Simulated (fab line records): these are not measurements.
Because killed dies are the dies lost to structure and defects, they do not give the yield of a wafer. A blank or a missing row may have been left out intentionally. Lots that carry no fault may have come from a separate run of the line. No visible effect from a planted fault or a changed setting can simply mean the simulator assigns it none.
fab line records + flow sky130
[record]
- lots = 14
- wafers = 42
- last_day = 50
route steps=708 shown PWDE@52 VT_ADJUST_NCORE@127 LDD_LDN@297 RES_XHIGH@360
lots that met no fault: from a run of the same line without faults
start_h: hours from the record's opening day to when the first of the lot's shown wafers began + wait_h: hours from the lot's prior step to this one + " repeats the value in the row above + L1.1+2: a row that stands for several wafers + - no value, or no start given + * or withheld: withheld + < > ~ a bound
route shown NAME@n: a module of which the file shows steps, and the number in the route of the first + usual: mean and standard deviation over wafers with no fault + same: alike in all rows + chamber/n: place in a boat + sites: each site's reading + _std_site: the values' standard deviation + _edge_site: mean of outer sites minus mean of inner sites + radius_mm: for every site, how far away it sits from the centre of the wafer + mask NAME#n: copy n + behind: the most recent tool/chamber to have shaped the wafer + hold: cause of the lot's hold/its duration in hours/its outcome + device: the n, p or np transistor that did not switch + end of line: tests of these same wafers at the route's end + a step without rows: its recipe alone + killed: dies lost to structure and defects at the first sort, not the wafer's yield + map: the dies of a wafer, with x for killed, . for not killed, _ for no die there
set.NAME: the setting as run; set.NAME@STEP: as run at that earlier step + model.NAME: the simulator's own value behind a step, which no gauge read
route steps across a sampled set of lots; one table per step, one row per wafer
services: the hour from which a tool's chamber was out of use, counted from the record's first day as start_h (under 0 if before that day), plus the number of hours and why
[[steps]]
[step SKY_PWDE_OVL_MEAS_07]
[usual]
- PWDE_OVL = 0.0/1.6
| lot.wafer | tool       | chamber | start_h | wait_h | PWDE_OVL[nm] |
|-----------|------------|---------|---------|--------|--------------|
| L338.2    | overlay-01 | -       | 69.17   | -      | -1.2         |
| L338.4    | "          | -       | "       | "      | -0.6         |
| L338.5    | "          | -       | "       | "      | -1.9         |
| L339.1    | overlay-02 | -       | 75.45   | -      | 1.7          |
| L339.2    | "          | -       | "       | "      | 1.3          |
| L339.3    | "          | -       | "       | "      | 1.3          |
| L340.1    | overlay-01 | -       | 77.86   | -      | -1.9         |
| L340.5    | "          | -       | "       | "      | 0.1          |
| L340.6    | "          | -       | "       | "      | -1.4         |
| L344.2    | overlay-02 | -       | 111.31  | -      | 1.5          |
| L344.3    | "          | -       | "       | "      | 1.4          |
| L344.4    | "          | -       | "       | "      | 0.7          |
| L346.1    | overlay-02 | -       | 115.25  | -      | -2.5         |
| L346.2    | "          | -       | "       | "      | -3.2         |
| L346.4    | "          | -       | "       | "      | -2.9         |
| L347.2    | overlay-01 | -       | 119.66  | -      | 0.6          |
| L347.4    | "          | -       | "       | "      | 0.7          |
| L347.6    | "          | -       | "       | "      | 0.5          |
| L349.2    | overlay-01 | -       | 133.72  | -      | -1.3         |
| L349.3    | "          | -       | "       | "      | 1.0          |
| L349.6    | "          | -       | "       | "      | -0.9         |
| L350.1    | overlay-02 | -       | 138.35  | -      | 0.4          |
| L350.3    | "          | -       | "       | "      | -0.4         |
| L350.5    | "          | -       | "       | "      | 0.5          |
| L351.1    | overlay-02 | -       | 144.60  | -      | 1.1          |
| L351.2    | "          | -       | "       | "      | 1.5          |
| L351.4    | "          | -       | "       | "      | 1.0          |
| L354.1    | overlay-01 | -       | 154.90  | -      | 1.9          |
| L354.2    | "          | -       | "       | "      | 1.5          |
| L354.5    | "          | -       | "       | "      | 1.8          |
| L355.2    | overlay-02 | -       | 166.57  | -      | -1.6         |
| L355.4    | "          | -       | "       | "      | -2.3         |
| L355.5    | "          | -       | "       | "      | -1.7         |
| L359.1    | overlay-02 | -       | 189.35  | -      | -0.4         |
| L359.2    | "          | -       | "       | "      | 0.4          |
| L359.3    | "          | -       | "       | "      | -1.1         |
| L360.2    | overlay-01 | -       | 196.11  | -      | -2.6         |
| L360.3    | "          | -       | "       | "      | -3.7         |
| L360.4    | "          | -       | "       | "      | -4.3         |
| L361.2    | overlay-01 | -       | 203.01  | -      | -0.1         |
| L361.5    | "          | -       | "       | "      | 0.1          |
| L361.6    | "          | -       | "       | "      | -0.3         |
[step SKY_VT_ADJUST_NCORE_OVL_MEAS_08]
[usual]
- VT_ADJUST_NCORE_OVL = 0.0/1.4
| lot.wafer | tool       | chamber | start_h | wait_h | VT_ADJUST_NCORE_OVL[nm] |
|-----------|------------|---------|---------|--------|-------------------------|
| L338.2    | overlay-01 | -       | 178.99  | 0.1    | -0.5                    |
| L338.4    | "          | -       | "       | "      | -1.9                    |
| L338.5    | "          | -       | "       | "      | 0.2                     |
| L339.1    | overlay-01 | -       | 190.43  | 0.1    | -1.3                    |
| L339.2    | "          | -       | "       | "      | -1.8                    |
| L339.3    | "          | -       | "       | "      | -2.0                    |
| L340.1    | overlay-01 | -       | 191.77  | 0.1    | -1.6                    |
| L340.5    | "          | -       | "       | "      | -2.1                    |
| L340.6    | "          | -       | "       | "      | -2.0                    |
| L344.2    | overlay-01 | -       | 235.89  | 0.1    | -0.6                    |
| L344.3    | "          | -       | "       | "      | -1.0                    |
| L344.4    | "          | -       | "       | "      | -2.1                    |
| L346.1    | overlay-01 | -       | 239.77  | 0.1    | -0.4                    |
| L346.2    | "          | -       | "       | "      | 1.0                     |
| L346.4    | "          | -       | "       | "      | -0.1                    |
| L347.2    | overlay-01 | -       | 244.69  | 0.1    | 0.2                     |
| L347.4    | "          | -       | "       | "      | 0.8                     |
| L347.6    | "          | -       | "       | "      | 0.0                     |
| L349.2    | overlay-02 | -       | 262.78  | 0.1    | -2.4                    |
| L349.3    | "          | -       | "       | "      | -0.3                    |
| L349.6    | "          | -       | "       | "      | -2.9                    |
| L350.1    | overlay-02 | -       | 270.83  | 0.1    | 3.1                     |
| L350.3    | "          | -       | "       | "      | 1.6                     |
| L350.5    | "          | -       | "       | "      | 1.8                     |
| L351.1    | overlay-01 | -       | 279.27  | 0.1    | 2.0                     |
| L351.2    | "          | -       | "       | "      | 3.0                     |
| L351.4    | "          | -       | "       | "      | 1.1                     |
| L354.1    | overlay-01 | -       | 289.32  | 0.1    | -0.9                    |
| L354.2    | "          | -       | "       | "      | 0.1                     |
| L354.5    | "          | -       | "       | "      | 0.9                     |
| L355.2    | overlay-02 | -       | 305.08  | 0.1    | 0.5                     |
| L355.4    | "          | -       | "       | "      | 1.7                     |
| L355.5    | "          | -       | "       | "      | 2.9                     |
| L359.1    | overlay-01 | -       | 334.72  | 0.1    | -1.3                    |
| L359.2    | "          | -       | "       | "      | -1.6                    |
| L359.3    | "          | -       | "       | "      | -0.7                    |
| L360.2    | overlay-02 | -       | 342.23  | 0.1    | -1.9                    |
| L360.3    | "          | -       | "       | "      | -0.4                    |
| L360.4    | "          | -       | "       | "      | -0.7                    |
| L361.2    | overlay-01 | -       | 350.88  | 0.1    | 0.1                     |
| L361.5    | "          | -       | "       | "      | 0.7                     |
| L361.6    | "          | -       | "       | "      | 0.1                     |
[step SKY_LDD_LDN_IMPLANT_08]
[recipe]
- species = As
- energy_kev = 15
- dose_cm2 = 1.25e+13
- tilt_deg = withheld
- rotation_deg = 23
[usual]
- beam_energy_keV = 15.001/0.0042
- beam_on_s = 10.01/0.19
- dose_ions_cm2 = 1.2501e+13/1.3e+10
- rotation_deg = 22.997/0.02
| lot.wafer | tool         | chamber | start_h | wait_h | beam_energy_keV | beam_on_s | dose_ions_cm2 | rotation_deg |
|-----------|--------------|---------|---------|--------|-----------------|-----------|---------------|--------------|
| L338.2    | implanter-04 | 0       | 516.77  | 0.0    | 15.000          | 9.93      | 1.2491e+13    | 22.957       |
| L338.4    | "            | 0       | "       | "      | 15.000          | 9.80      | 1.2492e+13    | 22.970       |
| L338.5    | "            | 0       | "       | "      | 15.001          | 10.22     | 1.2501e+13    | 22.958       |
| L339.1    | implanter-03 | 0       | 530.13  | 0.0    | 14.995          | 9.96      | 1.2494e+13    | 23.014       |
| L339.2    | "            | 0       | "       | "      | 15.009          | 10.15     | 1.252e+13     | 22.998       |
| L339.3    | "            | 0       | "       | "      | 15.005          | 10.11     | 1.2512e+13    | 22.986       |
| L340.1    | implanter-03 | 0       | 542.14  | 0.0    | 14.995          | 10.11     | 1.2473e+13    | 23.003       |
| L340.5    | "            | 0       | "       | "      | 14.996          | 9.99      | 1.2503e+13    | 22.982       |
| L340.6    | "            | 0       | "       | "      | 14.996          | 10.11     | 1.2496e+13    | 22.977       |
| L344.2    | implanter-03 | 0       | 592.31  | 0.0    | 15.007          | 10.02     | 1.2499e+13    | 22.995       |
| L344.3    | "            | 0       | "       | "      | 15.002          | 10.17     | 1.2502e+13    | 22.959       |
| L344.4    | "            | 0       | "       | "      | 15.003          | 9.84      | 1.2492e+13    | 23.007       |
| L346.1    | implanter-04 | 0       | 596.49  | 0.0    | 15.006          | 10.09     | 1.2513e+13    | 23.043       |
| L346.2    | "            | 0       | "       | "      | 14.996          | 9.95      | 1.252e+13     | 23.007       |
| L346.4    | "            | 0       | "       | "      | 15.001          | 10.09     | 1.2501e+13    | 23.008       |
| L347.2    | implanter-03 | 0       | 606.46  | 0.0    | 15.000          | 10.00     | 1.2509e+13    | 23.015       |
| L347.4    | "            | 0       | "       | "      | 15.000          | 9.68      | 1.2504e+13    | 22.982       |
| L347.6    | "            | 0       | "       | "      | 15.000          | 10.05     | 1.2496e+13    | 22.993       |
| L349.2    | implanter-04 | 0       | 641.71  | 0.0    | 15.010          | 10.17     | 1.2514e+13    | 22.986       |
| L349.3    | "            | 0       | "       | "      | 15.006          | 9.98      | 1.2507e+13    | 22.963       |
| L349.6    | "            | 0       | "       | "      | 15.002          | 10.16     | 1.2498e+13    | 22.971       |
| L350.1    | implanter-03 | 0       | 643.84  | 0.0    | 15.004          | 10.07     | 1.2521e+13    | 23.022       |
| L350.3    | "            | 0       | "       | "      | 15.006          | 10.04     | 1.2499e+13    | 23.034       |
| L350.5    | "            | 0       | "       | "      | 15.007          | 9.90      | 1.2516e+13    | 23.036       |
| L351.1    | implanter-04 | 0       | 647.64  | 0.0    | 14.998          | 9.84      | 1.2502e+13    | 23.017       |
| L351.2    | "            | 0       | "       | "      | 15.002          | 9.86      | 1.2497e+13    | 23.023       |
| L351.4    | "            | 0       | "       | "      | 14.996          | 10.21     | 1.2494e+13    | 22.984       |
| L354.1    | implanter-03 | -       | 658.08  | 0.0    | -               | -         | -             | -            |
| L354.2    | "            | -       | "       | "      | -               | -         | -             | -            |
| L354.5    | "            | -       | "       | "      | -               | -         | -             | -            |
| L355.2    | implanter-01 | -       | 674.81  | 0.0    | -               | -         | -             | -            |
| L355.4    | "            | -       | "       | "      | -               | -         | -             | -            |
| L355.5    | "            | -       | "       | "      | -               | -         | -             | -            |
| L359.1    | implanter-01 | 0       | 705.83  | 0.0    | 14.995          | 9.77      | 1.2502e+13    | 22.996       |
| L359.2    | "            | 0       | "       | "      | 14.995          | 10.22     | 1.2478e+13    | 22.992       |
| L359.3    | "            | 0       | "       | "      | 15.001          | 10.16     | 1.2486e+13    | 23.040       |
| L360.2    | implanter-03 | 0       | 712.12  | 0.0    | 15.001          | 9.86      | 1.2513e+13    | 22.997       |
| L360.3    | "            | 0       | "       | "      | 14.997          | 10.00     | 1.2503e+13    | 23.017       |
| L360.4    | "            | 0       | "       | "      | 14.994          | 9.95      | 1.2495e+13    | 22.999       |
| L361.2    | implanter-01 | 0       | 717.36  | 0.0    | 15.002          | 10.26     | 1.2528e+13    | 23.007       |
| L361.5    | "            | 0       | "       | "      | 15.001          | 9.78      | 1.2532e+13    | 23.015       |
| L361.6    | "            | 0       | "       | "      | 15.000          | 9.94      | 1.2524e+13    | 22.989       |
[step SKY_LDD_LDN_TW_MEAS_13]
[usual]
- LDD_LDN_TW = 1483/7.5
| lot.wafer | tool          | chamber | start_h | wait_h | LDD_LDN_TW |
|-----------|---------------|---------|---------|--------|------------|
| L338.2    | film_metro-04 | -       | 517.45  | 0.1    | 1487       |
| L338.4    | "             | -       | "       | "      | 1487       |
| L338.5    | "             | -       | "       | "      | 1496       |
| L339.1    | film_metro-03 | -       | 530.83  | 0.1    | 1483       |
| L339.2    | "             | -       | "       | "      | 1491       |
| L339.3    | "             | -       | "       | "      | 1484       |
| L340.1    | film_metro-02 | -       | 542.84  | 0.1    | 1487       |
| L340.5    | "             | -       | "       | "      | 1489       |
| L340.6    | "             | -       | "       | "      | 1487       |
| L344.2    | film_metro-02 | -       | 592.99  | 0.1    | 1476       |
| L344.3    | "             | -       | "       | "      | 1483       |
| L344.4    | "             | -       | "       | "      | 1478       |
| L346.1    | film_metro-03 | -       | 597.19  | 0.1    | 1465       |
| L346.2    | "             | -       | "       | "      | 1464       |
| L346.4    | "             | -       | "       | "      | 1467       |
| L347.2    | film_metro-02 | -       | 607.14  | 0.1    | 1487       |
| L347.4    | "             | -       | "       | "      | 1492       |
| L347.6    | "             | -       | "       | "      | 1493       |
| L349.2    | film_metro-03 | -       | 642.40  | 0.1    | 1483       |
| L349.3    | "             | -       | "       | "      | 1478       |
| L349.6    | "             | -       | "       | "      | 1477       |
| L350.1    | film_metro-03 | -       | 644.54  | 0.1    | 1487       |
| L350.3    | "             | -       | "       | "      | 1495       |
| L350.5    | "             | -       | "       | "      | 1491       |
| L351.1    | film_metro-02 | -       | 648.34  | 0.1    | 1478       |
| L351.2    | "             | -       | "       | "      | 1487       |
| L351.4    | "             | -       | "       | "      | 1480       |
| L354.1    | film_metro-03 | -       | 658.78  | 0.1    | 1358       |
| L354.2    | "             | -       | "       | "      | 1348       |
| L354.5    | "             | -       | "       | "      | 1361       |
| L355.2    | film_metro-03 | -       | 675.50  | 0.1    | 1367       |
| L355.4    | "             | -       | "       | "      | 1365       |
| L355.5    | "             | -       | "       | "      | 1366       |
| L359.1    | film_metro-04 | -       | 706.53  | 0.1    | 1496       |
| L359.2    | "             | -       | "       | "      | 1490       |
| L359.3    | "             | -       | "       | "      | 1482       |
| L360.2    | film_metro-03 | -       | 712.80  | 0.1    | 1477       |
| L360.3    | "             | -       | "       | "      | 1480       |
| L360.4    | "             | -       | "       | "      | 1484       |
| L361.2    | film_metro-04 | -       | 718.04  | 0.1    | 1486       |
| L361.5    | "             | -       | "       | "      | 1486       |
| L361.6    | "             | -       | "       | "      | 1483       |
[step SKY_SD_N_RS_MEAS_18]
[recipe]
- thk_meas_gauge = four-point-probe
[usual]
- RES_XHIGH_RS = 332.2/1.1
| lot.wafer | tool          | chamber | start_h | wait_h | RES_XHIGH_RS[ohm/sq] |
|-----------|---------------|---------|---------|--------|----------------------|
| L338.2    | film_metro-03 | -       | 641.32  | 0.1    | 330.8                |
| L338.4    | "             | -       | "       | "      | 331.2                |
| L338.5    | "             | -       | "       | "      | 331.7                |
| L339.1    | film_metro-03 | -       | 650.43  | 0.1    | 332.1                |
| L339.2    | "             | -       | "       | "      | 331.2                |
| L339.3    | "             | -       | "       | "      | 332.7                |
| L340.1    | film_metro-01 | -       | 662.83  | 0.1    | 332.4                |
| L340.5    | "             | -       | "       | "      | 333.1                |
| L340.6    | "             | -       | "       | "      | 332.0                |
| L344.2    | film_metro-01 | -       | 710.46  | 0.1    | 332.4                |
| L344.3    | "             | -       | "       | "      | 333.1                |
| L344.4    | "             | -       | "       | "      | 331.6                |
| L346.1    | film_metro-04 | -       | 713.23  | 0.1    | 331.1                |
| L346.2    | "             | -       | "       | "      | 331.6                |
| L346.4    | "             | -       | "       | "      | 330.9                |
| L347.2    | film_metro-03 | -       | 724.00  | 0.1    | 329.5                |
| L347.4    | "             | -       | "       | "      | 330.3                |
| L347.6    | "             | -       | "       | "      | 330.1                |
| L349.2    | film_metro-01 | -       | 757.20  | 0.1    | 332.1                |
| L349.3    | "             | -       | "       | "      | 331.5                |
| L349.6    | "             | -       | "       | "      | 332.1                |
| L350.1    | film_metro-03 | -       | 759.83  | 0.1    | 329.8                |
| L350.3    | "             | -       | "       | "      | 329.7                |
| L350.5    | "             | -       | "       | "      | 330.6                |
| L351.1    | film_metro-01 | -       | 762.13  | 0.1    | 333.8                |
| L351.2    | "             | -       | "       | "      | 332.6                |
| L351.4    | "             | -       | "       | "      | 332.5                |
| L359.1    | film_metro-03 | -       | 817.89  | 0.1    | 333.5                |
| L359.2    | "             | -       | "       | "      | 331.7                |
| L359.3    | "             | -       | "       | "      | 332.8                |
| L360.2    | film_metro-01 | -       | 825.10  | 0.1    | 333.3                |
| L360.3    | "             | -       | "       | "      | 333.0                |
| L360.4    | "             | -       | "       | "      | 332.3                |
| L361.2    | film_metro-01 | -       | 828.01  | 0.1    | 331.8                |
| L361.5    | "             | -       | "       | "      | 331.8                |
| L361.6    | "             | -       | "       | "      | 331.4                |
[[services]]
| tool         | chamber | start_h | hours | kind   |
|--------------|---------|---------|-------|--------|
| implanter-01 | -       | 540.34  | 5.5   | pm     |
| implanter-01 | -       | 551.15  | 106.0 | repair |
| implanter-04 | -       | 552.04  | 3.9   | repair |
| implanter-03 | -       | 571.60  | 5.9   | repair |
| implanter-04 | -       | 603.66  | 3.4   | pm     |
| implanter-01 | -       | 657.15  | 3.9   | pm     |
| implanter-01 | -       | 682.44  | 0.5   | repair |
| implanter-03 | -       | 689.87  | 10.2  | repair |
[[key]]
[first_sign]
- step = SKY_LDD_LDN_IMPLANT_08
- reading = tool_record
- direction = missing
[effect]
- step = SKY_LDD_LDN_TW_MEAS_13
- reading = LDD_LDN_TW
- direction = down
- sigmas = 16
- usual = 1483
- struck = 1361
met_at SKY_LDD_LDN_IMPLANT_08
struck_lots L354,L355
later_rows_left_out L354.1,L354.2,L354.5,L355.2,L355.4,L355.5
sort_left_out L354.1,L354.2,L354.5,L355.2,L355.4,L355.5
tester_left_out L354,L355
not_acting_at SKY_PWDE_OVL_MEAS_07,SKY_VT_ADJUST_NCORE_OVL_MEAS_08,SKY_SD_N_RS_MEAS_18
onset_between 643.84 658.08
[fault]
- kind = skipped_step_whole
- tool = implanter-01,implanter-03
- chamber = -
- onset_h = 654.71
- steps = SKY_LDD_LDN_IMPLANT_08
- scope = struck_lots_only
// tester_left_out: of these lots the tester's yield and bins aren't shown, on N5 and GAA mostly nor the transistor test; their killed dies are dies lost to structure and defects alone, not to doping, threshold or leakage, so they don't give the yield
// sort_left_out: the simulated sort isn't trusted on such a fault, so these wafers' sort isn't shown, and their yield isn't known
// later_rows_left_out: the simulator's readings of these wafers behind a module that went badly wrong aren't trusted and aren't shown, but for the sort
